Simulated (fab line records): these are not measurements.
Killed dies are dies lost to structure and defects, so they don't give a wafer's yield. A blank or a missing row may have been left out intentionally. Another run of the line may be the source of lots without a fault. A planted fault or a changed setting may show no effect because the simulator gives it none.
fab line records	flow sky130
[record] lots = 5	wafers = 15	lastDay = 49
route steps=708 shown CAPM@554 METAL3@555 PAD_OPEN@708
lots that met no fault: taken from a fault-free run of the same line
startH: the number of hours between the record's first day and the start of the first shown wafer of the lot	waitH: hours elapsed since this lot's preceding step	" unchanged from the row above	L1.1+2: one row covering several wafers at once	- value missing, or start not given	* or withheld: withheld	< > ~ a bound
route shown NAME@n: a module of which the file shows steps, and the number in the route of the first	usual: the fault-free wafers' mean and standard deviation	same: alike in all rows	chamber/n: place in a boat	sites: readings site by site	_std_site: standard deviation across them	_edge_site: outer sites' mean less inner sites'	radiusMm: how far each site lies from the wafer's centre	mask NAME#n: copy n	behind: the last tool/chamber to shape the wafer	hold: cause of the lot's hold/its duration in hours/its outcome	device: names the non-switching transistor (n, p or np)	end of line: at the end of the route, the tests of the same wafers	for a step that has no rows: nothing shown but its recipe	killed: dies that structure and defects cost at the first sort, which is not the same as the wafer's yield	map: the dies of a wafer, with x for killed, . for not killed, _ for no die there
set.NAME: the setting that was run; set.NAME@STEP: the one run at that earlier step	model.NAME: the simulator's own value behind a step, which no gauge read
a table for each step, a row for each wafer; lots at some steps of the route
services: a tool's chamber out of use, with start hour (startH, from the record's first day; less than 0 if before it), hours out, and reason
[[steps]]
[step SKY_CAPM_CLEAN_17]
[recipe] chemistry = O3/DIW	dry = n2Spin
[step SKY_METAL3_DEHYDRATE_05]
[recipe] tempC = 200	timeS = 60
[step SKY_METAL3_HMDS_06]
[recipe] primeTimeS = 60	primeTempC = 120
[step SKY_METAL3_COAT_07]
[recipe] resist = BARC	tempC = withheld	timeS = withheld	spinRpm = 3000	resistThkNm = 60
[step SKY_METAL3_COAT_08]
[recipe] resist = KrF-thick	spinRpm = 3000	resistThkNm = 1140
[step SKY_METAL3_SOFTBAKE_09]
[recipe] tempC = 100	timeS = 90	resist = KrF-thick
[step SKY_METAL3_EXPOSE_10]
[recipe] maskId = MM3	na = 0.68	sourceShape = annular	sigmaInner = 0.4	sigmaOuter = 0.8	targetCdNm = 300	doseMj = 28
[step SKY_METAL3_PEB_11]
[recipe] pebTempC = withheld	pebTimeS = withheld	resist = KrF-thick
[step SKY_METAL3_DEVELOP_12]
[recipe] developTimeS = 60	resist = KrF-thick	devTempC = 21
[step SKY_METAL3_CD_MEAS_13]
[recipe] targetCdNm = 300
[usual] cdNm = 299.7/1.8
lot.wafer	tool	chamber	startH	waitH	cdNm
L102.1	cdSem-01	-	935.75	-	295.4
L102.2	"	-	"	"	297.2
L102.4	"	-	"	"	297.5
L101.1	cdSem-02	-	936.00	-	300.5
L101.2	"	-	"	"	300.6
L101.6	"	-	"	"	300.6
L111.1	cdSem-01	-	999.80	-	300.6
L111.3	"	-	"	"	302.7
L111.4	"	-	"	"	303.4
L112.1	cdSem-02	-	1003.98	-	300.2
L112.4	"	-	"	"	300.2
L112.5	"	-	"	"	298.7
L117.1	cdSem-02	-	1039.23	-	299.6
L117.3	"	-	"	"	301.6
L117.4	"	-	"	"	300.0
[step SKY_METAL3_OVL_MEAS_14]
[usual] METAL3_OVL = -1/4.7
lot.wafer	tool	chamber	startH	waitH	METAL3_OVL[nm]
L102.1	overlay-01	-	935.87	0.1	0
L102.2	"	-	"	"	-3
L102.4	"	-	"	"	1
L101.1	overlay-02	-	936.12	0.1	1
L101.2	"	-	"	"	5
L101.6	"	-	"	"	6
L111.1	overlay-01	-	999.92	0.1	-2
L111.3	"	-	"	"	-1
L111.4	"	-	"	"	-5
L112.1	overlay-01	-	1004.10	0.1	5
L112.4	"	-	"	"	0
L112.5	"	-	"	"	8
L117.1	overlay-01	-	1039.35	0.1	-2
L117.3	"	-	"	"	-2
L117.4	"	-	"	"	4
[step SKY_METAL3_DESCUM_15]
[recipe] chemistry = O2	sourcePowerW = 150	biasPowerW = 0	pressureMtorr = 10	tempC = 40	timeS = 8
[usual] drypumpMotorCurrentA = 5.5/0.53	oesProductAu = 0.995/0.01
[same] biasPowerW = 0
lot.wafer	tool	chamber	startH	waitH	drypumpMotorCurrentA	oesProductAu	rfHoursCounterH
L102.1	rieMetal-03	1	935.90	0.0	6.5	0.999	6
L102.2	"	0	"	"	5.6	1.015	11
L102.4	"	0	"	"	5.6	1.007	-
L101.1	rieMetal-01	1	936.16	0.0	4.9	0.979	13
L101.2	"	0	"	"	5.2	0.979	3
L101.6	"	0	"	"	5.2	0.987	-
L111.1	rieMetal-01	1	999.96	0.0	5.0	0.994	17
L111.3	"	1	"	"	5.0	0.987	-
L111.4	"	0	"	"	5.2	0.991	-
L112.1	rieMetal-03	0	1004.14	0.0	5.6	1.011	13
L112.4	"	1	"	"	6.5	0.989	-
L112.5	"	0	"	"	5.6	1.003	-
L117.1	rieMetal-03	1	1039.39	0.0	6.5	0.995	10
L117.3	"	0	"	"	5.5	1.006	-
L117.4	"	1	"	"	6.5	0.987	-
[step SKY_METAL3_ETCH_16]
[recipe] chemistry = N2/H2	target = BARC	ionEnergyEv = 200	biasW = 100	pressureMtorr = 30	n2FlowSccm = 100	h2FlowSccm = 200	icpW = 500	stopOn = SiO2	timeS = 88.2	targetDepthA = 600
[usual] drypumpMotorCurrentA = 5.5/0.53	oesProductAu = 0.626/0.005	runLengthS = 116.4/0.53	throttleValvePct = 13.206/0.0084
lot.wafer	tool	chamber	startH	waitH	drypumpMotorCurrentA	oesProductAu	rfHoursCounterH	runLengthS	throttleValvePct	model.SiO2_of_CAPM_CVD_00.thkNm
L102.1	rieMetal-03	1	935.93	0.0	6.5	0.630	6	115.6	13.209	15.49
L102.2	"	0	"	"	5.6	0.626	11	117.3	13.200	15.66
L102.4	"	0	"	"	5.6	0.637	-	116.9	13.186	15.85
L101.1	rieMetal-01	1	936.19	0.0	5.0	0.621	13	116.3	13.223	15.42
L101.2	"	0	"	"	5.3	0.629	3	115.7	13.222	15.54
L101.6	"	0	"	"	5.3	0.619	-	116.5	13.209	15.54
L111.1	rieMetal-01	1	999.99	0.0	5.0	0.617	17	120.7	13.204	15.2
L111.3	"	1	"	"	5.0	0.629	-	116.5	13.204	15.48
L111.4	"	0	"	"	5.3	0.601	-	120.3	13.214	15.64
L112.1	rieMetal-03	0	1004.17	0.0	5.6	0.627	13	117.3	13.208	15.45
L112.4	"	1	"	"	6.4	0.623	-	116.1	13.217	15.53
L112.5	"	0	"	"	5.6	0.628	-	117.4	13.191	15.72
L117.1	rieMetal-03	1	1039.42	0.0	6.5	0.626	10	116.0	13.195	15.27
L117.3	"	0	"	"	5.6	0.626	-	117.1	13.225	15.16
L117.4	"	1	"	"	6.5	0.632	-	115.8	13.191	15.59
[step SKY_METAL3_ETCH_17]
[recipe] target = SiO2	stopOn = TiN	chemistry = C4F8/O2/Ar	sourceW = 1500	biasW = 1200	pressureMtorr = 40	c4f8FlowSccm = withheld	O2_flow_sccm = 6	Ar_flow_sccm = 300	timeS = 3.9	targetDepthA = 150
[usual] oesProductAu = 0.755/0.0075
lot.wafer	tool	chamber	startH	waitH	oesProductAu	rfHoursCounterH
L102.1	rieDiel-03	2	936.03	0.1	0.757	7
L102.2	"	1	"	"	0.753	25
L102.4	"	3	"	"	0.763	11
L101.1	rieDiel-04	0	936.29	0.1	0.749	18
L101.2	"	3	"	"	0.763	9
L101.6	"	3	"	"	0.759	-
L111.1	rieDiel-03	3	1000.09	0.1	0.750	12
L111.3	"	1	"	"	0.753	1
L111.4	"	0	"	"	0.757	10
L112.1	rieDiel-02	3	1004.27	0.1	0.750	25
L112.4	"	3	"	"	0.755	-
L112.5	"	2	"	"	0.765	-
L117.1	rieDiel-02	0	1039.52	0.1	0.744	16
L117.3	"	3	"	"	0.744	27
L117.4	"	0	"	"	0.756	-
[step SKY_PAD_OPEN_PROBE_99]
[usual] defectLimitedYield = 82.8/2.1	killed_at_M0_to_M3 = 43/7.7	killed_at_M4_up = 3.1/1.7	killedAtContacts = 23/4.8	killedAtFrontEnd = 15/4.5	killedAtOther = 0.3/0.58	killedDies = 85/10	killedOpen = 46/7.5	killedShort = 38/6.5	sort_bin_3_pad_short = 0.8/0.38	sort_bin_5_function = 10.3/1.7	sort_bin_6_memory = 6.1/1.1	sortNPass = 407/10	sortYieldPct = 82.8/2.1
[same] grossDies = 492	killedAtBackSide = 0	sort_bin_4_leakage[%] = 0	sort_bin_8_speed[%] = 0
lot.wafer	tool	chamber	startH	waitH	defectLimitedYield[%]	killed_at_M0_to_M3	killed_at_M4_up	killedAtContacts	killedAtFrontEnd	killedAtOther	killedDies	killedOpen	killedShort	sort_bin_3_pad_short[%]	sort_bin_5_function[%]	sort_bin_6_memory[%]	sortNPass	sortYieldPct[%]
L102.1	prober-02	-	1103.42	0.1	81.3	51	5	19	16	1	92	44	48	0.8	10.6	7.3	400	81.3
L102.2	prober-02	-	1103.47	0.1	83.1	49	2	22	10	0	83	45	38	0.4	9.3	7.1	409	83.1
L102.4	prober-02	-	1103.57	0.2	88.8	28	2	19	6	0	55	26	29	1.2	6.1	3.9	437	88.8
L111.1	prober-01	-	1157.75	0.1	80.9	54	2	23	15	0	94	47	47	0.2	11.6	7.3	398	80.9
L111.3	prober-01	-	1157.85	0.2	83.3	40	5	21	16	0	82	42	40	0.4	9.3	6.9	410	83.3
L111.4	prober-01	-	1157.90	0.2	82.9	48	4	17	15	0	84	50	34	0.8	9.6	6.7	408	82.9
L112.1	prober-02	-	1159.29	0.1	78.7	51	2	24	28	0	105	57	48	0.8	14.6	5.9	387	78.7
L112.4	prober-02	-	1159.44	0.2	81.9	49	1	23	16	0	89	52	37	0.6	9.3	8.1	403	81.9
L112.5	prober-02	-	1159.49	0.2	78.7	48	8	28	21	0	105	54	51	0.2	14.8	6.3	387	78.7
L117.1	prober-01	-	1185.31	0.1	83.5	41	5	22	13	0	81	39	42	0.8	8.5	7.1	411	83.5
L117.3	prober-01	-	1185.41	0.2	82.9	45	7	23	9	0	84	52	31	0.8	8.5	7.7	408	82.9
L117.4	prober-01	-	1185.46	0.2	83.1	34	1	28	20	0	83	41	42	1.2	9.8	5.9	409	83.1
// killed by level:class
L102.1 VIA1:geometricParticle:open=14 VIA3:geometricParticle:open=7 VIA1:geometricParticle:short=7 LOCAL_INTERCONNECT:geometricParticle:short=6 FIELD_ISO:geometricParticle:short=5 LI_CONTACT:geometricParticle:open=5 METAL2:geometricParticle:short=5 VIA2:geometricParticle:open=5
L102.2 VIA1:geometricParticle:open=17 LI_CONTACT:geometricParticle:open=7 METAL1:geometricParticle:short=7 METAL3:geometricParticle:short=6 VIA3:geometricParticle:open=6 CONTACT:geometricParticle:open=5 METAL2:geometricParticle:short=5 LI_CONTACT:geometricParticle:short=4
L102.4 CONTACT:geometricParticle:open=8 METAL2:geometricParticle:short=5 LOCAL_INTERCONNECT:geometricParticle:short=5 VIA3:geometricParticle:open=5 METAL1:geometricParticle:short=4 VIA3:geometricParticle:short=4 FIELD_ISO:geometricParticle:short=3 LI_CONTACT:geometricParticle:open=3
L111.1 VIA1:geometricParticle:open=12 METAL1:geometricParticle:short=8 METAL2:geometricParticle:short=8 LI_CONTACT:geometricParticle:open=5 LOCAL_INTERCONNECT:geometricParticle:short=5 CONTACT:geometricParticle:open=5 METAL3:geometricParticle:short=5 VIA3:geometricParticle:open=5
L111.3 VIA1:geometricParticle:open=12 CONTACT:geometricParticle:open=6 METAL2:geometricParticle:short=6 VIA3:geometricParticle:open=6 LI_CONTACT:geometricParticle:open=5 LOCAL_INTERCONNECT:geometricParticle:short=5 FIELD_ISO:geometricParticle:open=4 POLY_GATE:geometricParticle:short=4
L111.4 VIA1:geometricParticle:open=15 CONTACT:geometricParticle:open=8 POLY_GATE:geometricParticle:open=5 LI_CONTACT:geometricParticle:open=5 METAL3:geometricParticle:short=5 METAL1:geometricParticle:short=5 METAL2:geometricParticle:short=5 FIELD_ISO:geometricParticle:open=4
L112.1 VIA1:geometricParticle:open=13 CONTACT:geometricParticle:open=11 POLY_GATE:geometricParticle:short=10 METAL1:geometricParticle:short=9 VIA3:geometricParticle:open=8 FIELD_ISO:geometricParticle:short=6 POLY_GATE:geometricParticle:open=6 VIA2:geometricParticle:open=6
L112.4 CONTACT:geometricParticle:open=8 VIA1:geometricParticle:short=8 VIA2:geometricParticle:open=8 VIA3:geometricParticle:open=8 POLY_GATE:geometricParticle:open=6 LI_CONTACT:geometricParticle:open=6 VIA1:geometricParticle:open=5 METAL2:geometricParticle:short=4
L112.5 VIA1:geometricParticle:open=10 LI_CONTACT:geometricParticle:open=10 CONTACT:geometricParticle:open=7 METAL1:geometricParticle:short=7 VIA2:geometricParticle:open=7 POLY_GATE:geometricParticle:short=6 METAL2:geometricParticle:short=6 POLY_GATE:geometricParticle:open=5
L117.1 VIA3:geometricParticle:open=12 LOCAL_INTERCONNECT:geometricParticle:short=7 CONTACT:geometricParticle:short=6 VIA1:geometricParticle:open=6 CONTACT:geometricParticle:open=5 METAL1:geometricParticle:short=5 FIELD_ISO:geometricParticle:open=4 LI_CONTACT:geometricParticle:open=4
L117.3 VIA1:geometricParticle:open=13 LI_CONTACT:geometricParticle:open=8 VIA2:geometricParticle:open=7 CONTACT:geometricParticle:open=6 METAL1:geometricParticle:short=6 LOCAL_INTERCONNECT:geometricParticle:short=5 VIA3:geometricParticle:short=5 FIELD_ISO:geometricParticle:open=4
L117.4 CONTACT:geometricParticle:open=11 METAL1:geometricParticle:short=7 LOCAL_INTERCONNECT:geometricParticle:short=6 VIA1:geometricParticle:short=6 VIA3:geometricParticle:open=6 FIELD_ISO:geometricParticle:open=5 LI_CONTACT:geometricParticle:open=5 SPACER:geometricParticle:short=4
[[services]]
tool	chamber	startH	hours	kind
rieDiel-04	2	913.41	15.3	repair
rieDiel-02	2	930.95	2.9	repair
rieDiel-04	2	931.10	8.4	repair
rieDiel-02	1	935.19	132.0	repair
rieDiel-03	1	938.56	-	clean
rieDiel-03	1	938.56	-	consumableReplace:showerhead
rieDiel-03	1	938.56	19.3	scheduledDown
rieDiel-03	1	938.56	19.3	ventCycle
rieDiel-04	-	961.83	2.8	pm
rieDiel-04	-	968.13	4.3	pm
rieDiel-02	3	975.59	6.5	repair
rieMetal-03	1	980.45	8.3	repair
rieMetal-03	-	983.64	14.6	pm
rieMetal-01	-	990.47	0.1	repair
rieDiel-02	-	998.64	4.3	pm
rieDiel-03	-	1002.20	2.8	pm
rieDiel-03	1	1008.56	5.7	repair
[[key]]
[firstSign] step = SKY_METAL3_ETCH_16	reading = runLengthS	direction = up	sigmas = 7.7	usual = *	struck = *
[effect] step = SKY_METAL3_ETCH_16	reading = oesProductAu	direction = down	sigmas = 3.3	usual = 0.626	struck = 0.609
[modelEffect] step = SKY_METAL3_ETCH_16	value = SiO2_of_CAPM_CVD_00.thkNm	without = 15.6	struck = 15.42
metAt SKY_METAL3_ETCH_16
struckWafers L111.1,L111.4
onsetBetween 936.19 999.99
[fault] kind = processParameterDrift	tool = rieMetal-01	chamber = -	onsetH = 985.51	steps = SKY_METAL3_ETCH_16	channel = timeS	offset = *	shape = step	endH = 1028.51	scope = struckWafersOnly	actsIn = *	stated = *
